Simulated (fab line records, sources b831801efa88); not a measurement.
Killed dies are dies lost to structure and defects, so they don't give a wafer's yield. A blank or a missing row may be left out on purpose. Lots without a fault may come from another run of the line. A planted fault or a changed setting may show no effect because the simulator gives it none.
Which tool did it? | flow sky130 | 12 lots, 36 wafers sampled, at 5 steps of a route of 708

WHAT THE GAUGES READ, wafer by wafer
The record holds no reading of a measuring or inspecting step that can be judged against a usual standard deviation.

WHICH TOOL RAN EACH LOT (tool, then ch and the chambers of the sampled wafers, then the start)
lot  | SKY_LDD_HVN_IMPLANT_08          | SKY_LDD_HVN_STRIP_09                 | SKY_LDD_HVP_STRIP_09                 | SKY_LDD_LDN_STRIP_12                 | SKY_PAD_OPEN_PROBE_99
L431 | implanter-03 ch 0, day 21 10:19 | plasma_asher-03 ch 0,1, day 21 10:28 | plasma_asher-03 ch 0,1, day 22 16:36 | plasma_asher-01 ch 0, day 23 22:56   | prober-01, day 47 02:02
L432 | implanter-04 ch 0, day 21 19:15 | plasma_asher-03 ch 0,1, day 21 19:23 | plasma_asher-01 ch 0, day 23 01:54   | plasma_asher-03 ch 0,1, day 24 07:37 | -
L434 | implanter-01 ch 0, day 23 00:03 | plasma_asher-04 ch 0,1, day 23 00:12 | plasma_asher-01 ch 0,1, day 24 06:22 | plasma_asher-03 ch 0,1, day 25 12:47 | -
L436 | implanter-01 ch 0, day 23 18:27 | plasma_asher-04 ch 0,1, day 23 18:42 | plasma_asher-01 ch 0, day 24 23:39   | plasma_asher-03 ch 0,1, day 26 05:16 | -
L439 | implanter-01 ch 0, day 24 10:22 | plasma_asher-04 ch 0,1, day 24 10:31 | plasma_asher-01 ch 0,1, day 25 16:19 | plasma_asher-03 ch 0,1, day 26 22:25 | -
L440 | implanter-04 ch 0, day 24 13:27 | plasma_asher-03 ch 0,1, day 24 13:36 | plasma_asher-03 ch 1, day 25 19:13   | plasma_asher-01 ch 1, day 27 00:35   | -
L441 | implanter-01 ch 0, day 25 00:28 | plasma_asher-02 ch 0,1, day 25 00:37 | plasma_asher-01 ch 0,1, day 26 05:46 | plasma_asher-01 ch 0,1, day 27 10:40 | -
L442 | implanter-03 ch 0, day 25 10:41 | plasma_asher-02 ch 0,1, day 25 10:47 | plasma_asher-01 ch 0,1, day 26 16:07 | plasma_asher-02 ch 0,1, day 27 20:52 | prober-02, day 49 18:36
L447 | implanter-01 ch 0, day 26 16:29 | plasma_asher-02 ch 0,1, day 26 16:38 | plasma_asher-01 ch 0,1, day 27 21:40 | plasma_asher-02 ch 0, day 29 03:26   | prober-01, day 50 09:41
L448 | implanter-01 ch 0, day 26 23:06 | plasma_asher-02 ch 0,1, day 26 23:14 | plasma_asher-01 ch 0,1, day 28 04:27 | plasma_asher-01 ch 0,1, day 29 09:49 | -
L451 | implanter-03 ch 0, day 27 19:58 | plasma_asher-02 ch 0,1, day 27 20:07 | plasma_asher-04 ch 0,1, day 29 00:37 | plasma_asher-02 ch 0,1, day 30 05:55 | -
L453 | implanter-04 ch 0, day 28 12:23 | plasma_asher-03 ch 0,1, day 28 12:29 | plasma_asher-04 ch 0,1, day 29 16:55 | plasma_asher-02 ch 0,1, day 30 21:34 | prober-01, day 51 17:10
- SKY_LDD_HVN_IMPLANT_08
- SKY_LDD_HVN_STRIP_09: strips in O2/N2.
- SKY_LDD_HVP_STRIP_09: strips in O2/N2.
- SKY_LDD_LDN_STRIP_12: strips in O2/N2.
- SKY_PAD_OPEN_PROBE_99

WHAT THE TOOLS THEMSELVES READ (means of the sampled wafers that have a number; where no wafer has one, the mark that the record gives instead)
SKY_LDD_HVN_IMPLANT_08. Usual: dose_ions_cm2 3e+13, standard deviation 3.4e+10.
lot  | tool         | dose_ions_cm2 | flag
L431 | implanter-03 | 3e+13         |
L432 | implanter-04 | 3e+13         |
L434 | implanter-01 | 3e+13         |
L436 | implanter-01 | 3e+13         |
L439 | implanter-01 | 3e+13         |
L440 | implanter-04 | 3e+13         |
L441 | implanter-01 | 3e+13         |
L442 | implanter-03 | 3e+13         |
L447 | implanter-01 | 3e+13         |
L448 | implanter-01 | 3e+13         |
L451 | implanter-03 | 3e+13         |
L453 | implanter-04 | 3e+13         |

SKY_LDD_HVN_STRIP_09. Usual: drypump_motor_current_A 5.68 A, standard deviation 0.27; n2_flow_sccm 300.0 sccm, standard deviation 0.94; oes_product_au 0.408 a.u., standard deviation 0.0047; strip_time_to_endpoint_s 4.137 s, standard deviation 0.016.
lot  | tool            | drypump_motor_current_A (A) | n2_flow_sccm (sccm) | oes_product_au (a.u.) | strip_time_to_endpoint_s (s) | flag
L431 | plasma_asher-03 | 5.30                        | 300.3               | 0.414                 | 4.154                        |
L432 | plasma_asher-03 | 5.27                        | 300.2               | 0.411                 | 4.146                        |
L434 | plasma_asher-04 | 5.86                        | 300.6               | 0.405                 | 4.147                        |
L436 | plasma_asher-04 | 5.89                        | 299.9               | 0.412                 | 4.144                        |
L439 | plasma_asher-04 | 5.89                        | 299.9               | 0.406                 | 4.104                        |
L440 | plasma_asher-03 | 5.30                        | 299.4               | 0.407                 | 4.128                        |
L441 | plasma_asher-02 | 5.84                        | 298.8               | 0.408                 | 4.119                        |
L442 | plasma_asher-02 | 5.86                        | 300.5               | 0.408                 | 4.143                        |
L447 | plasma_asher-02 | 5.75                        | 300.0               | 0.408                 | 4.143                        |
L448 | plasma_asher-02 | 5.76                        | 299.5               | 0.406                 | 4.130                        |
L451 | plasma_asher-02 | 5.77                        | 300.2               | 0.408                 | 4.133                        |
L453 | plasma_asher-03 | 5.30                        | 299.9               | 0.410                 | 4.132                        |

SKY_LDD_HVP_STRIP_09. Usual: drypump_motor_current_A 5.40 A, standard deviation 0.29; n2_flow_sccm 299.8 sccm, standard deviation 0.91; oes_product_au 0.408 a.u., standard deviation 0.0044; strip_time_to_endpoint_s 4.142 s, standard deviation 0.015.
lot  | tool            | drypump_motor_current_A (A) | n2_flow_sccm (sccm) | oes_product_au (a.u.) | strip_time_to_endpoint_s (s) | flag
L431 | plasma_asher-03 | 5.29                        | 300.5               | 0.412                 | 4.136                        |
L432 | plasma_asher-01 | 5.11                        | 300.2               | 0.408                 | 4.155                        |
L434 | plasma_asher-01 | 5.23                        | 300.0               | 0.412                 | 4.134                        |
L436 | plasma_asher-01 | 5.08                        | 300.4               | 0.411                 | 4.121                        |
L439 | plasma_asher-01 | 5.17                        | 299.5               | 0.407                 | 4.162                        |
L440 | plasma_asher-03 | 5.27                        | 298.8               | 0.411                 | 4.134                        |
L441 | plasma_asher-01 | 5.16                        | 299.4               | 0.407                 | 4.136                        |
L442 | plasma_asher-01 | 5.23                        | 299.7               | 0.405                 | 4.123                        |
L447 | plasma_asher-01 | 5.18                        | 298.7               | 0.407                 | 4.138                        |
L448 | plasma_asher-01 | 5.25                        | 300.2               | 0.410                 | 4.148                        |
L451 | plasma_asher-04 | 5.87                        | 299.3               | 0.411                 | 4.144                        |
L453 | plasma_asher-04 | 5.88                        | 299.8               | 0.409                 | 4.121                        |

SKY_LDD_LDN_STRIP_12. Usual: drypump_motor_current_A 5.41 A, standard deviation 0.28; n2_flow_sccm 300.1 sccm, standard deviation 0.94; oes_product_au 0.716 a.u., standard deviation 0.0043; strip_time_to_endpoint_s 14.20 s, standard deviation 0.032.
lot  | tool            | drypump_motor_current_A (A) | n2_flow_sccm (sccm) | oes_product_au (a.u.) | strip_time_to_endpoint_s (s) | flag
L431 | plasma_asher-01 | 5.14                        | 300.7               | 0.721                 | 14.22                        |
L432 | plasma_asher-03 | 5.28                        | 299.1               | 0.715                 | 14.22                        |
L434 | plasma_asher-03 | 5.25                        | 299.7               | 0.719                 | 14.18                        |
L436 | plasma_asher-03 | 5.30                        | 300.3               | 0.711                 | 14.18                        |
L439 | plasma_asher-03 | 5.29                        | 300.9               | 0.717                 | 14.13                        |
L440 | plasma_asher-01 | 5.31                        | 299.7               | 0.712                 | 14.17                        |
L441 | plasma_asher-01 | 5.25                        | 299.2               | 0.722                 | 14.17                        |
L442 | plasma_asher-02 | 5.85                        | 300.0               | 0.717                 | 14.20                        |
L447 | plasma_asher-02 | 5.68                        | 301.4               | 0.718                 | 14.20                        |
L448 | plasma_asher-01 | 5.25                        | 301.0               | 0.718                 | 14.18                        |
L451 | plasma_asher-02 | 5.77                        | 300.1               | 0.714                 | 14.23                        |
L453 | plasma_asher-02 | 5.85                        | 300.5               | 0.716                 | 14.17                        |

SKY_PAD_OPEN_PROBE_99. Usual: killed_at_M0_to_M3 42, standard deviation 6.7; killed_at_M4_up 3.0, standard deviation 1.9; killed_at_contacts 24, standard deviation 5.3; killed_at_front_end 16, standard deviation 4.3; killed_at_other 0.4, standard deviation 0.71; killed_dies 85, standard deviation 9.6; killed_on_rim 17, standard deviation 3.7; killed_open 46, standard deviation 6.5; killed_short 39, standard deviation 6.7.
lot  | tool      | killed_at_M0_to_M3 | killed_at_M4_up | killed_at_contacts | killed_at_front_end | killed_at_other | killed_dies | killed_on_rim | killed_open | killed_short | flag
L431 | prober-01 | 41                 | 4.7             | 28                 | 15                  | 0.7             | 89          | 20            | 45          | 44           |
L442 | prober-02 | 41                 | 3.7             | 23                 | 13                  | 0.7             | 82          | 17            | 44          | 37           |
L447 | prober-01 | 42                 | 3.7             | 24                 | 19                  | 0.0             | 88          | 17            | 54          | 33           |
L453 | prober-01 | 41                 | 2.7             | 22                 | 22                  | 0.3             | 89          | 17            | 49          | 39           |

THE ANSWER, worked out from the rows above alone
Rule: a lot is off if the mean of its wafers that have a number lies more than 3 standard deviations from the usual mean. A lot without any number at a reading at which 4 lots or more have one is off too. The other lots that the step has rows for count as sound. The gauges are gone through in route order, then the tools' own readings, and for those a lot's mean is taken as printed above. The first step at which some lot is off is used, and at that step the reading that is off furthest; a lot without a number counts as furthest.
No lot is off at any reading shown: from this, nothing can be told.

WHAT THE SIMULATOR HAD PUT IN
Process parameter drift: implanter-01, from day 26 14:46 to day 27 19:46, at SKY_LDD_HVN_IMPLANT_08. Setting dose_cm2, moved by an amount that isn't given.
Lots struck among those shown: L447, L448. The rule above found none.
